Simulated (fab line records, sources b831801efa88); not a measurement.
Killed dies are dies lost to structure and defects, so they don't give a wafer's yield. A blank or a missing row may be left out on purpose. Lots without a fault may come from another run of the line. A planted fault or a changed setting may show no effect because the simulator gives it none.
fab line records | flow sky130
record lots=13 wafers=39 last_day=51
route steps=708 shown CAP2M@605 METAL4@629 PAD_OPEN@708
lots that met no fault: from a run of the same line without faults
start_h: hours from the record's first day to the start of the lot's first wafer shown | wait_h: hours since the lot's step before | " the same as in the row above | L1.1+2: a row that stands for several wafers | - no value, or no start given | * or withheld: withheld | < > ~ a bound
route shown NAME@n: a module of which the file shows steps, and the number in the route of the first | usual: mean/standard deviation of fault-free wafers | same: alike in all rows | chamber/n: place in a boat | sites: the reading at each site | _std_site: their standard deviation | _edge_site: outer sites' mean less inner sites' | radius_mm: how far each site lies from the wafer's centre | mask NAME#n: copy n | behind: the tool/chamber that last shaped the wafer | hold: why the lot was held/for how many hours/how that ended | device: the transistor (n, p or np) that didn't switch | end of line: the same wafers' tests at the end of the route | a step without rows: its recipe alone | killed: dies lost to structure and defects at the first sort, not the wafer's yield | map: a wafer's dies, x killed, . not, _ none there
set.NAME: the setting as run; set.NAME@STEP: as run at that earlier step | model.NAME: the simulator's own value behind a step, which no gauge read
steps of the route over a sample of lots; a table a step, a row a wafer
services: from which hour (start_h, from the record's first day; less than 0 if before it) a tool's chamber was out of use, for how many hours, and why
## steps
# step SKY_CAP2M_SPUTTER_02
# recipe material=TiN target_thk_nm=200 temp_c=300 power_w=6500 time_s=166.7 chamber_pressure_pa=0.4
# usual throttle_valve_pct=30.0/0.71
# columns lot.wafer tool chamber start_h wait_h throttle_valve_pct
L291.2 pvd_sputter-03 - 963.47 0.0 29.8
L291.4 " - " " 30.0
L291.5 " - " " 29.5
L292.3 pvd_sputter-02 - 967.76 0.0 29.9
L292.5 " - " " 30.1
L292.6 " - " " 30.3
L293.1 pvd_sputter-02 - 970.77 0.1 30.1
L293.3 " - " " 30.7
L293.5 " - " " 29.9
L296.2 pvd_sputter-02 - 994.91 0.0 29.8
L296.5 " - " " 29.9
L296.6 " - " " 30.0
L298.4 pvd_sputter-03 - 1016.93 0.0 30.0
L298.5 " - " " 29.7
L298.6 " - " " 29.6
L299.2 pvd_sputter-02 - 1019.39 0.0 30.2
L299.4 " - " " 30.2
L299.6 " - " " 30.2
L305.2 pvd_sputter-04 - 1050.95 0.0 28.6
L305.4 " - " " 31.1
L305.6 " - " " 31.0
L306.1 pvd_sputter-04 - 1063.79 0.1 28.4
L306.2 " - " " 30.2
L306.3 " - " " 29.1
L309.4 pvd_sputter-04 - 1073.80 0.0 28.5
L309.5 " - " " 29.1
L309.6 " - " " 28.6
L310.1 pvd_sputter-03 - 1087.44 0.1 30.7
L310.3 " - " " 29.9
L310.4 " - " " 29.5
L312.1 pvd_sputter-03 - 1103.26 0.1 29.8
L312.4 " - " " 30.5
L312.5 " - " " 30.2
L313.2 pvd_sputter-02 - 1104.59 0.0 30.1
L313.4 " - " " 29.7
L313.5 " - " " 30.9
L314.2 pvd_sputter-04 - 1111.41 0.0 28.6
L314.5 " - " " 28.8
L314.6 " - " " 29.2
# step SKY_CAP2M_OVL_MEAS_12
# usual CAP2M_OVL=1.2/1.2
# columns lot.wafer tool chamber start_h wait_h CAP2M_OVL[nm]
L291.2 overlay-02 - 987.16 0.1 -0.6
L291.4 " - " " 2.0
L291.5 " - " " 0.5
L292.3 overlay-01 - 992.22 0.1 -0.4
L292.5 " - " " 0.7
L292.6 " - " " -0.9
L293.1 overlay-01 - 995.61 0.1 0.8
L293.3 " - " " 1.0
L293.5 " - " " 1.7
L296.2 overlay-02 - 1018.66 0.1 0.4
L296.5 " - " " 0.9
L296.6 " - " " 1.6
L298.4 overlay-01 - 1040.49 0.1 0.5
L298.5 " - " " 0.2
L298.6 " - " " -0.3
L299.2 overlay-01 - 1042.87 0.1 0.0
L299.4 " - " " 1.0
L299.6 " - " " 0.6
L305.2 overlay-02 - 1073.77 0.1 1.1
L305.4 " - " " 0.5
L305.6 " - " " 1.6
L306.1 overlay-02 - 1086.32 0.1 1.7
L306.2 " - " " 0.4
L306.3 " - " " 2.1
L309.4 overlay-01 - 1095.38 0.1 1.1
L309.5 " - " " 1.3
L309.6 " - " " 3.0
L310.1 overlay-01 - 1109.42 0.1 0.8
L310.3 " - " " 1.5
L310.4 " - " " 0.0
L312.1 overlay-01 - 1124.72 0.1 3.0
L312.4 " - " " 1.5
L312.5 " - " " 2.0
L313.2 overlay-02 - 1125.38 0.1 1.6
L313.4 " - " " 0.8
L313.5 " - " " 0.8
L314.2 overlay-02 - 1131.86 0.1 -0.6
L314.5 " - " " 1.0
L314.6 " - " " 0.2
# step SKY_METAL4_CD_MEAS_13
# recipe target_cd_nm=300
# usual cd_nm=299.7/1.5
# columns lot.wafer tool chamber start_h wait_h cd_nm
L291.2 cd_sem-01 - 1012.71 - 302.4
L291.4 " - " " 301.7
L291.5 " - " " 301.6
L292.3 cd_sem-01 - 1017.33 - 301.3
L292.5 " - " " 299.4
L292.6 " - " " 300.9
L293.1 cd_sem-01 - 1019.78 - 299.5
L293.3 " - " " 301.2
L293.5 " - " " 300.0
L296.2 cd_sem-01 - 1042.28 - 296.0
L296.5 " - " " 297.2
L296.6 " - " " 297.4
L298.4 cd_sem-01 - 1063.88 - 299.8
L298.5 " - " " 299.2
L298.6 " - " " 298.7
L299.2 cd_sem-01 - 1066.73 - 298.3
L299.4 " - " " 298.7
L299.6 " - " " 298.1
L305.2 cd_sem-01 - 1096.08 - 299.1
L305.4 " - " " 298.4
L305.6 " - " " 300.9
L306.1 cd_sem-02 - 1108.32 - 299.4
L306.2 " - " " 300.1
L306.3 " - " " 300.8
L309.4 cd_sem-02 - 1116.93 - 297.7
L309.5 " - " " 295.7
L309.6 " - " " 297.4
L310.1 cd_sem-01 - 1131.29 - 300.7
L310.3 " - " " 300.9
L310.4 " - " " 300.9
L312.1 cd_sem-01 - 1144.66 - 300.1
L312.4 " - " " 299.9
L312.5 " - " " 299.3
L313.2 cd_sem-01 - 1145.79 - 298.3
L313.4 " - " " 298.6
L313.5 " - " " 298.2
L314.2 cd_sem-01 - 1152.28 - 302.9
L314.5 " - " " 301.5
L314.6 " - " " 300.5
# step SKY_METAL4_STRIP_20
# recipe chemistry=post_etch_residue_remover time_s=1200 temp_c=72.5
# usual bath_guard_temp_C=72.5/0.44 bath_heat_duty_pct=14.7/1.7
# columns lot.wafer tool chamber start_h wait_h bath_guard_temp_C bath_heat_duty_pct
L291.2 wet_bench-01 2 1013.27 0.1 72.8 15.3
L291.4 " 2 " " 72.9 14.7
L291.5 " 2 " " 72.8 13.9
L292.3 wet_bench-01 3 1017.87 0.0 73.0 18.1
L292.5 " 3 " " 72.8 18.5
L292.6 " 3 " " 72.9 19.3
L293.1 wet_bench-01 0 1020.36 0.1 72.2 13.7
L293.3 " 0 " " 72.6 13.9
L293.5 " 0 " " 72.4 13.6
L296.2 wet_bench-04 2 1042.84 0.1 72.4 13.9
L296.5 " 2 " " 72.2 14.4
L296.6 " 2 " " 72.3 13.5
L298.4 wet_bench-04 3 1064.53 0.0 72.4 16.3
L298.5 " 3 " " 72.4 16.1
L298.6 " 3 " " 72.2 14.1
L299.2 wet_bench-01 2 1067.42 0.1 72.8 13.1
L299.4 " 2 " " 73.1 13.3
L299.6 " 2 " " 72.7 14.3
L305.2 wet_bench-04 2 1096.64 0.1 - -
L305.4 " 2 " " - -
L305.6 " 2 " " - -
L306.1 wet_bench-04 1 1108.90 0.1 - -
L306.2 " 1 " " - -
L306.3 " 1 " " - -
L309.4 wet_bench-04 1 1117.45 0.0 73.0 14.2
L309.5 " 1 " " 72.8 13.8
L309.6 " 1 " " 72.9 14.2
L310.1 wet_bench-04 3 1131.88 0.1 72.2 16.8
L310.3 " 3 " " 72.1 16.2
L310.4 " 3 " " 72.6 15.5
L312.1 wet_bench-03 3 1145.37 0.1 73.1 14.8
L312.4 " 3 " " 73.7 16.9
L312.5 " 3 " " 73.1 14.8
L313.2 wet_bench-03 0 1146.53 0.1 72.6 12.7
L313.4 " 0 " " 72.7 13.8
L313.5 " 0 " " 72.5 13.7
L314.2 wet_bench-03 3 1153.02 0.1 73.3 15.4
L314.5 " 3 " " 72.9 14.7
L314.6 " 3 " " 73.5 15.9
# step SKY_PAD_OPEN_PROBE_99
# usual defect_limited_yield=82.8/2 killed_at_M0_to_M3=43/6.8 killed_at_M4_up=3.3/1.9 killed_at_contacts=24/5.3 killed_at_front_end=14/4.3 killed_at_other=0.3/0.62 killed_dies=85/9.8 killed_open=46/8 killed_short=39/5.9 sort_bin_3_pad_short=0.8/0.39 sort_bin_5_function=10.2/1.5 sort_bin_6_memory=6.2/1.2 sort_n_pass=407/9.8 sort_yield_pct=82.8/2
# same gross_dies=492 killed_at_back_side=0 sort_bin_4_leakage[%]=0 sort_bin_8_speed[%]=0
# columns lot.wafer tool chamber start_h wait_h defect_limited_yield[%] killed_at_M0_to_M3 killed_at_M4_up killed_at_contacts killed_at_front_end killed_at_other killed_dies killed_open killed_short sort_bin_3_pad_short[%] sort_bin_5_function[%] sort_bin_6_memory[%] sort_n_pass sort_yield_pct[%]
L291.2 prober-01 - 1110.05 0.1 79.5 46 4 31 20 0 101 69 32 1.0 10.8 8.7 391 79.5
L291.4 prober-01 - 1110.15 0.2 83.3 33 3 28 18 0 82 47 35 0.8 9.8 6.1 410 83.3
L291.5 prober-01 - 1110.20 0.2 77.6 54 1 28 27 0 110 67 43 0.8 14.6 6.9 382 77.6
L292.3 prober-02 - 1112.97 0.2 81.7 49 3 27 10 1 90 54 36 1.0 9.8 7.5 402 81.7
L292.5 prober-02 - 1113.07 0.2 80.3 47 6 29 15 0 97 60 37 0.8 10.8 8.1 395 80.3
L292.6 prober-02 - 1113.12 0.2 84.8 39 4 25 7 0 75 36 39 0.8 7.9 6.5 417 84.8
L293.1 prober-01 - 1115.19 0.1 84.6 31 8 25 11 1 76 45 31 0.4 10.4 4.7 416 84.6
L293.3 prober-01 - 1115.29 0.2 86.4 33 4 19 10 1 67 29 38 1.0 8.1 4.5 425 86.4
L293.5 prober-01 - 1115.39 0.2 82.1 53 2 21 12 0 88 43 45 1.0 10.2 6.7 404 82.1
L296.2 prober-02 - 1134.58 0.1 82.7 44 7 22 12 0 85 36 49 0.8 11.2 5.3 407 82.7
L296.5 prober-02 - 1134.73 0.2 84.8 36 0 27 10 2 75 43 32 0.2 9.6 5.5 417 84.8
L296.6 prober-02 - 1134.78 0.2 81.1 55 3 24 11 0 93 62 31 1.0 11.2 6.7 399 81.1
L298.4 prober-02 - 1154.19 0.2 80.5 42 5 29 20 0 96 47 49 1.4 10.8 7.3 396 80.5
L298.5 prober-02 - 1154.24 0.2 82.9 42 8 18 16 0 84 52 32 0.8 10.4 5.9 408 82.9
L298.6 prober-02 - 1154.29 0.2 80.1 44 6 32 16 0 98 58 40 0.8 11.2 7.9 394 80.1
L299.2 prober-01 - 1155.98 0.1 83.3 48 1 14 19 0 82 50 32 1.0 9.1 6.5 410 83.3
L299.4 prober-01 - 1156.08 0.2 86.8 30 2 22 11 0 65 30 35 1.4 8.1 3.7 427 86.8
L299.6 prober-01 - 1156.18 0.2 79.5 45 5 34 17 0 101 56 45 1.0 12.2 7.3 391 79.5
L305.2 prober-01 - 1182.80 0.1 83.5 43 3 19 16 0 81 46 35 0.8 10.2 5.5 411 83.5
L305.4 prober-01 - 1182.90 0.2 83.5 45 6 13 17 0 81 43 38 0.6 10.0 5.9 411 83.5
L305.6 prober-01 - 1183.00 0.2 85.0 35 8 16 15 0 74 44 30 0.6 9.6 4.9 418 85.0
L306.1 prober-02 - 1191.43 0.1 85.2 38 4 20 11 0 73 34 39 0.8 8.9 5.1 419 85.2
L306.2 prober-02 - 1191.48 0.1 81.9 45 1 22 21 0 89 47 42 1.2 11.2 5.7 403 81.9
L306.3 prober-02 - 1191.53 0.2 82.5 30 3 32 21 0 86 44 42 1.0 10.2 6.3 406 82.5
L309.4 prober-01 - 1199.12 0.2 83.3 40 5 24 13 0 82 43 39 1.4 9.1 6.1 410 83.3
L309.5 prober-01 - 1199.17 0.2 82.5 41 3 30 12 0 86 49 37 0.8 10.4 6.3 406 82.5
L309.6 prober-01 - 1199.22 0.2 81.7 46 3 26 13 2 90 42 48 0.8 10.2 7.3 402 81.7
L310.1 prober-02 - 1210.06 0.1 84.3 34 5 22 16 0 77 38 39 0.8 8.7 6.1 415 84.3
L310.3 prober-02 - 1210.16 0.2 80.9 48 2 27 15 2 94 54 40 0.6 11.6 6.9 398 80.9
L310.4 prober-02 - 1210.21 0.2 79.1 48 4 32 18 1 103 50 53 1.0 11.2 8.7 389 79.1
L312.1 prober-02 - 1220.02 0.1 85.2 44 3 20 6 0 73 39 34 0.6 9.8 4.5 419 85.2
L312.4 prober-02 - 1220.17 0.2 83.9 46 4 18 11 0 79 42 37 0.8 8.7 6.5 413 83.9
L312.5 prober-02 - 1220.22 0.2 82.3 52 3 17 15 0 87 44 43 1.0 10.6 6.1 405 82.3
L313.2 prober-01 - 1220.22 0.1 81.7 39 4 32 14 1 90 48 42 0.4 10.0 7.9 402 81.7
L313.4 prober-01 - 1220.32 0.2 82.7 44 0 24 17 0 85 42 43 1.0 11.0 5.3 407 82.7
L313.5 prober-01 - 1220.37 0.2 84.8 38 5 16 16 0 75 38 37 0.8 9.8 4.7 417 84.8
L314.2 prober-02 - 1226.32 0.1 84.3 39 4 22 12 0 77 38 39 0.4 8.5 6.7 415 84.3
L314.5 prober-02 - 1226.47 0.2 79.1 49 4 21 28 1 103 59 44 1.6 11.2 8.1 389 79.1
L314.6 prober-02 - 1226.52 0.2 82.3 40 5 27 15 0 87 53 34 0 11.8 5.9 405 82.3
# killed by level:class
L291.2 CONTACT:geometric_particle:open=15 VIA1:geometric_particle:open=12 LI_CONTACT:geometric_particle:open=10 VIA2:geometric_particle:open=8 FIELD_ISO:geometric_particle:open=6 VIA1:geometric_particle:short=5 VIA2:geometric_particle:short=5 VIA3:geometric_particle:open=4
L291.4 VIA1:geometric_particle:open=8 LI_CONTACT:geometric_particle:open=8 CONTACT:geometric_particle:open=8 FIELD_ISO:geometric_particle:open=7 METAL1:geometric_particle:short=7 CONTACT:geometric_particle:short=6 VIA2:geometric_particle:open=5 FIELD_ISO:geometric_particle:short=4
L291.5 VIA1:geometric_particle:open=16 VIA3:geometric_particle:open=10 FIELD_ISO:geometric_particle:open=8 VIA2:geometric_particle:open=8 LI_CONTACT:geometric_particle:open=7 CONTACT:geometric_particle:open=7 LOCAL_INTERCONNECT:geometric_particle:short=6 POLY_GATE:geometric_particle:short=6
L292.3 CONTACT:geometric_particle:open=11 VIA2:geometric_particle:open=10 VIA1:geometric_particle:open=9 LI_CONTACT:geometric_particle:open=7 CONTACT:geometric_particle:short=7 VIA3:geometric_particle:open=6 VIA1:geometric_particle:short=5 METAL1:geometric_particle:short=4
L292.5 VIA1:geometric_particle:open=12 CONTACT:geometric_particle:open=9 VIA2:geometric_particle:open=9 LI_CONTACT:geometric_particle:open=7 LOCAL_INTERCONNECT:geometric_particle:short=6 POLY_GATE:geometric_particle:open=5 METAL1:geometric_particle:short=5 VIA1:geometric_particle:short=5
L292.6 CONTACT:geometric_particle:open=9 VIA1:geometric_particle:short=7 VIA3:geometric_particle:open=6 VIA2:geometric_particle:open=6 CONTACT:geometric_particle:short=5 METAL2:geometric_particle:short=5 VIA1:geometric_particle:open=5 LI_CONTACT:geometric_particle:open=3
L293.1 VIA1:geometric_particle:open=8 CONTACT:geometric_particle:open=8 POLY_GATE:geometric_particle:open=6 VIA2:geometric_particle:open=5 LI_CONTACT:geometric_particle:open=5 METAL4:geometric_particle:short=5 CONTACT:geometric_particle:short=4 LOCAL_INTERCONNECT:geometric_particle:short=4
L293.3 VIA2:geometric_particle:open=7 CONTACT:geometric_particle:open=6 LI_CONTACT:geometric_particle:open=5 CONTACT:geometric_particle:short=5 VIA1:geometric_particle:open=5 VIA1:geometric_particle:short=5 METAL1:geometric_particle:short=4 VIA2:geometric_particle:short=4
L293.5 VIA1:geometric_particle:open=12 CONTACT:geometric_particle:open=7 METAL1:geometric_particle:short=7 VIA1:geometric_particle:short=6 VIA3:geometric_particle:open=6 METAL1:geometric_particle:open=5 METAL2:geometric_particle:short=5 FIELD_ISO:geometric_particle:short=4
L296.2 METAL1:geometric_particle:short=11 VIA1:geometric_particle:open=7 METAL4:geometric_particle:short=6 LI_CONTACT:geometric_particle:open=5 LOCAL_INTERCONNECT:geometric_particle:short=5 CONTACT:geometric_particle:open=5 LI_CONTACT:geometric_particle:short=4 VIA1:geometric_particle:short=4
L296.5 CONTACT:geometric_particle:open=9 LI_CONTACT:geometric_particle:open=8 VIA1:geometric_particle:open=7 METAL2:geometric_particle:short=5 VIA3:geometric_particle:open=5 VIA2:geometric_particle:open=5 FIELD_ISO:geometric_particle:short=4 CONTACT:geometric_particle:short=4
L296.6 VIA3:geometric_particle:open=14 VIA1:geometric_particle:open=11 LI_CONTACT:geometric_particle:open=10 VIA2:geometric_particle:open=10 CONTACT:geometric_particle:open=9 METAL2:geometric_particle:short=6 VIA3:geometric_particle:short=5 POLY_GATE:geometric_particle:open=4
L298.4 CONTACT:geometric_particle:open=9 CONTACT:geometric_particle:short=7 VIA3:geometric_particle:open=7 VIA1:geometric_particle:open=6 VIA2:geometric_particle:open=6 POLY_GATE:geometric_particle:short=5 LI_CONTACT:geometric_particle:open=5 METAL2:geometric_particle:short=5
L298.5 VIA1:geometric_particle:open=17 CONTACT:geometric_particle:open=8 FIELD_ISO:geometric_particle:open=6 POLY_GATE:geometric_particle:open=4 METAL1:geometric_particle:short=4 METAL2:geometric_particle:short=4 VIA1:geometric_particle:short=4 VIA2:geometric_particle:open=4
L298.6 VIA1:geometric_particle:open=11 VIA3:geometric_particle:open=10 CONTACT:geometric_particle:open=8 LI_CONTACT:geometric_particle:open=7 CONTACT:geometric_particle:short=7 VIA2:geometric_particle:open=6 POLY_GATE:geometric_particle:short=5 METAL4:geometric_particle:short=5
L299.2 VIA1:geometric_particle:open=14 VIA3:geometric_particle:open=10 VIA2:geometric_particle:open=7 FIELD_ISO:geometric_particle:short=6 LOCAL_INTERCONNECT:geometric_particle:short=6 METAL2:geometric_particle:short=6 FIELD_ISO:geometric_particle:open=4 VIA1:geometric_particle:short=4
L299.4 CONTACT:geometric_particle:open=7 VIA1:geometric_particle:open=7 FIELD_ISO:geometric_particle:short=5 VIA2:geometric_particle:short=4 CONTACT:geometric_particle:short=4 LI_CONTACT:geometric_particle:short=4 LOCAL_INTERCONNECT:geometric_particle:short=4 VIA1:geometric_particle:short=4
L299.6 CONTACT:geometric_particle:open=11 VIA1:geometric_particle:open=10 LI_CONTACT:geometric_particle:open=9 METAL2:geometric_particle:short=9 VIA3:geometric_particle:open=8 FIELD_ISO:geometric_particle:short=7 FIELD_ISO:geometric_particle:open=6 VIA1:geometric_particle:short=6
L305.2 VIA1:geometric_particle:open=12 VIA2:geometric_particle:open=11 LI_CONTACT:geometric_particle:open=6 FIELD_ISO:geometric_particle:short=4 CONTACT:geometric_particle:open=4 POLY_GATE:geometric_particle:short=4 POLY_GATE:geometric_particle:open=4 VIA1:geometric_particle:short=4
L305.4 VIA1:geometric_particle:open=12 VIA2:geometric_particle:open=9 VIA3:geometric_particle:open=6 METAL4:geometric_particle:short=6 FIELD_ISO:geometric_particle:open=4 METAL1:geometric_particle:short=4 LI_CONTACT:geometric_particle:open=4 METAL2:geometric_particle:short=4
L305.6 VIA1:geometric_particle:open=14 FIELD_ISO:geometric_particle:open=7 METAL4:geometric_particle:short=5 POLY_GATE:geometric_particle:short=4 LI_CONTACT:geometric_particle:open=4 CONTACT:geometric_particle:open=4 VIA2:geometric_particle:open=4 METAL2:geometric_particle:short=3
L306.1 CONTACT:geometric_particle:open=7 METAL1:geometric_particle:short=6 VIA1:geometric_particle:open=6 LI_CONTACT:geometric_particle:open=5 VIA2:geometric_particle:open=5 LOCAL_INTERCONNECT:geometric_particle:short=4 VIA1:geometric_particle:short=4 METAL4:geometric_particle:short=4
L306.2 VIA1:geometric_particle:open=9 VIA2:geometric_particle:open=7 LI_CONTACT:geometric_particle:short=6 LI_CONTACT:geometric_particle:open=6 METAL1:geometric_particle:short=6 FIELD_ISO:geometric_particle:open=5 POLY_GATE:geometric_particle:open=5 CONTACT:geometric_particle:open=5
L306.3 LI_CONTACT:geometric_particle:open=13 VIA1:geometric_particle:open=8 CONTACT:geometric_particle:open=7 POLY_GATE:geometric_particle:short=6 LOCAL_INTERCONNECT:geometric_particle:short=5 FIELD_ISO:geometric_particle:short=4 POLY_GATE:geometric_particle:open=4 VIA1:geometric_particle:short=4
L309.4 VIA1:geometric_particle:open=10 CONTACT:geometric_particle:open=8 LOCAL_INTERCONNECT:geometric_particle:short=7 LI_CONTACT:geometric_particle:open=5 METAL2:geometric_particle:short=5 VIA2:geometric_particle:open=5 VIA3:geometric_particle:open=5 METAL4:geometric_particle:short=5
L309.5 CONTACT:geometric_particle:open=12 LI_CONTACT:geometric_particle:open=9 VIA1:geometric_particle:open=8 METAL1:geometric_particle:short=7 METAL2:geometric_particle:short=6 POLY_GATE:geometric_particle:short=5 VIA3:geometric_particle:open=5 FIELD_ISO:geometric_particle:open=4
L309.6 CONTACT:geometric_particle:open=9 VIA1:geometric_particle:open=8 LI_CONTACT:geometric_particle:open=8 FIELD_ISO:geometric_particle:short=7 METAL2:geometric_particle:short=7 METAL1:geometric_particle:short=6 CONTACT:geometric_particle:short=5 VIA2:geometric_particle:open=5
L310.1 METAL2:geometric_particle:short=8 LI_CONTACT:geometric_particle:open=7 CONTACT:geometric_particle:open=7 VIA3:geometric_particle:open=7 FIELD_ISO:geometric_particle:open=6 LOCAL_INTERCONNECT:geometric_particle:short=5 METAL4:geometric_particle:short=5 VIA1:geometric_particle:open=4
L310.3 VIA2:geometric_particle:open=12 VIA1:geometric_particle:open=11 CONTACT:geometric_particle:open=10 FIELD_ISO:geometric_particle:short=6 LOCAL_INTERCONNECT:geometric_particle:short=6 CONTACT:geometric_particle:short=5 FIELD_ISO:geometric_particle:open=4 LI_CONTACT:geometric_particle:open=4
L310.4 CONTACT:geometric_particle:open=15 VIA1:geometric_particle:open=11 VIA3:geometric_particle:short=7 METAL3:geometric_particle:short=7 FIELD_ISO:geometric_particle:short=6 LI_CONTACT:geometric_particle:open=6 CONTACT:geometric_particle:short=5 SPACER:geometric_particle:open=4
L312.1 VIA2:geometric_particle:open=8 VIA1:geometric_particle:open=7 METAL2:geometric_particle:short=7 CONTACT:geometric_particle:open=6 LI_CONTACT:geometric_particle:open=5 VIA3:geometric_particle:open=5 LOCAL_INTERCONNECT:geometric_particle:short=4 METAL1:geometric_particle:short=4
L312.4 VIA1:geometric_particle:open=9 CONTACT:geometric_particle:open=7 METAL1:geometric_particle:short=7 METAL2:geometric_particle:short=7 LI_CONTACT:geometric_particle:open=5 VIA2:geometric_particle:open=5 VIA3:geometric_particle:open=5 FIELD_ISO:geometric_particle:open=4
L313.2 LI_CONTACT:geometric_particle:open=10 CONTACT:geometric_particle:open=8 VIA2:geometric_particle:open=8 METAL1:geometric_particle:short=7 METAL2:geometric_particle:short=6 LOCAL_INTERCONNECT:geometric_particle:short=5 FIELD_ISO:geometric_particle:short=4 POLY_GATE:geometric_particle:open=4
L312.5 VIA1:geometric_particle:open=16 VIA3:geometric_particle:open=7 METAL3:geometric_particle:short=5 FIELD_ISO:geometric_particle:short=4 LOCAL_INTERCONNECT:geometric_particle:short=4 CONTACT:geometric_particle:short=4 METAL2:geometric_particle:short=4 VIA2:geometric_particle:short=4
L313.4 CONTACT:geometric_particle:short=8 VIA1:geometric_particle:open=7 VIA2:geometric_particle:short=6 FIELD_ISO:geometric_particle:open=5 FIELD_ISO:geometric_particle:short=5 CONTACT:geometric_particle:open=5 VIA3:geometric_particle:open=5 LI_CONTACT:geometric_particle:open=4
L313.5 VIA1:geometric_particle:open=9 POLY_GATE:geometric_particle:open=6 CONTACT:geometric_particle:open=6 VIA1:geometric_particle:short=6 METAL2:geometric_particle:short=5 LI_CONTACT:geometric_particle:open=4 METAL4:geometric_particle:short=4 VIA3:geometric_particle:short=4
L314.2 CONTACT:geometric_particle:open=8 METAL1:geometric_particle:short=7 LI_CONTACT:geometric_particle:open=6 VIA1:geometric_particle:open=6 VIA3:geometric_particle:open=5 METAL2:geometric_particle:short=5 CONTACT:geometric_particle:short=4 VIA2:geometric_particle:open=4
L314.5 VIA1:geometric_particle:open=10 VIA3:geometric_particle:open=9 VIA2:geometric_particle:open=9 FIELD_ISO:geometric_particle:open=7 CONTACT:geometric_particle:open=7 LI_CONTACT:geometric_particle:open=6 METAL3:geometric_particle:short=6 FIELD_ISO:geometric_particle:short=4
L314.6 CONTACT:geometric_particle:open=14 LI_CONTACT:geometric_particle:open=7 VIA2:geometric_particle:open=7 FIELD_ISO:geometric_particle:short=6 VIA1:geometric_particle:open=6 METAL2:geometric_particle:short=6 FIELD_ISO:geometric_particle:open=5 METAL1:geometric_particle:short=5
## services
# columns tool chamber start_h hours kind
wet_bench-04 - 948.38 0.6 repair
wet_bench-04 - 984.92 4.7 repair
pvd_sputter-03 - 991.61 0.9 repair
wet_bench-03 - 1024.83 53.6 pm
wet_bench-04 - 1033.61 1.9 pm
pvd_sputter-03 - 1041.60 7.9 repair
wet_bench-01 - 1083.00 31.1 pm
## key
first_sign step=SKY_METAL4_STRIP_20 reading=tool_record direction=missing
effect none on later readings
met_at SKY_METAL4_STRIP_20
struck_lots L305,L306
not_acting_at SKY_CAP2M_SPUTTER_02,SKY_CAP2M_OVL_MEAS_12,SKY_METAL4_CD_MEAS_13
onset_between 1064.53 1096.64
fault kind=skipped_step_whole tool=wet_bench-04 chamber=- onset_h=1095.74 steps=SKY_METAL4_STRIP_20 scope=struck_lots_only
